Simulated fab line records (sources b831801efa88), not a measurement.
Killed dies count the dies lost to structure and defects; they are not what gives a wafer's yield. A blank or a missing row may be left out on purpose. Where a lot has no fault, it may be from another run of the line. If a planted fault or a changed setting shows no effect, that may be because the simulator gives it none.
2 desks, one fault | flow gf180mcu | only its own numbers are on each desk; what lay behind them is given at the end

## AT THE METROLOGY DESK
Lot by lot, what the gauges showed, no matter which tool ran the lot: averages of those sampled wafers that carry a number. Marked OUT: a lot whose mean sits more than 4 standard deviations from the usual mean, which makes it out of limits; the brackets give that distance.
Columns: A = cd-nm at GF_HV_LDD_CD_MEAS_19, usual 399.0 nm
lot  | first seen here | A
L602 | day 10 20:28    | 401.7
L603 | day 11 00:58    | 398.7
L604 | day 11 05:05    | 396.7
L610 | day 13 10:31    | 398.8
L612 | day 13 21:57    | 395.9
L615 | day 14 20:55    | 404.7
L616 | day 15 08:29    | 400.2
L620 | day 16 11:46    | 398.0
L621 | day 16 20:42    | 397.5
L622 | day 17 03:04    | 399.0
L624 | day 18 06:36    | 395.5
L625 | day 18 08:36    | 401.5
Finding of this desk: none of the 12 lots has anything out of limits.

## DESK OF THE TOOL OWNER: plasma-asher-01
The tool's own readings at GF_HV_LDD_STRIP_37 (strips in O2/N2): means of the sampled wafers that have a number, for each lot that ran on this tool. Marked OUT: a lot whose mean sits more than 4 standard deviations from the usual mean, which makes it out of limits; the brackets give that distance.
Columns: A = drypump-motor-current-A at GF_HV_LDD_STRIP_37, usual 5.48 A; B = heater-power-w at GF_HV_LDD_STRIP_37, usual 355 W; C = oes-product-au at GF_HV_LDD_STRIP_37, usual 0.715 a.u.; D = strip-time-to-endpoint-s at GF_HV_LDD_STRIP_37, usual 12.64 s
lot  | first seen here | A    | B   | C     | D
L604 | day 11 23:56    | 5.71 | 370 | 0.718 | 12.59
L610 | day 14 08:18    | 5.58 | 342 | 0.701 | 12.60
L612 | day 14 20:26    | 5.61 | 335 | 0.697 | 12.66
L620 | day 17 11:22    | 5.72 | 368 | 0.714 | 12.62
L622 | day 18 02:40    | 5.68 | 370 | 0.714 | 12.61
L624 | day 19 07:16    | 5.72 | 354 | 0.713 | 12.62
Finding of this desk: none of the 6 lots has anything out of limits.

## TAKEN TOGETHER
The metrology desk saw nothing out of limits.
Nothing out of limits was seen by the tool owner's desk.

## WHAT WAS PUT IN BY THE SIMULATOR
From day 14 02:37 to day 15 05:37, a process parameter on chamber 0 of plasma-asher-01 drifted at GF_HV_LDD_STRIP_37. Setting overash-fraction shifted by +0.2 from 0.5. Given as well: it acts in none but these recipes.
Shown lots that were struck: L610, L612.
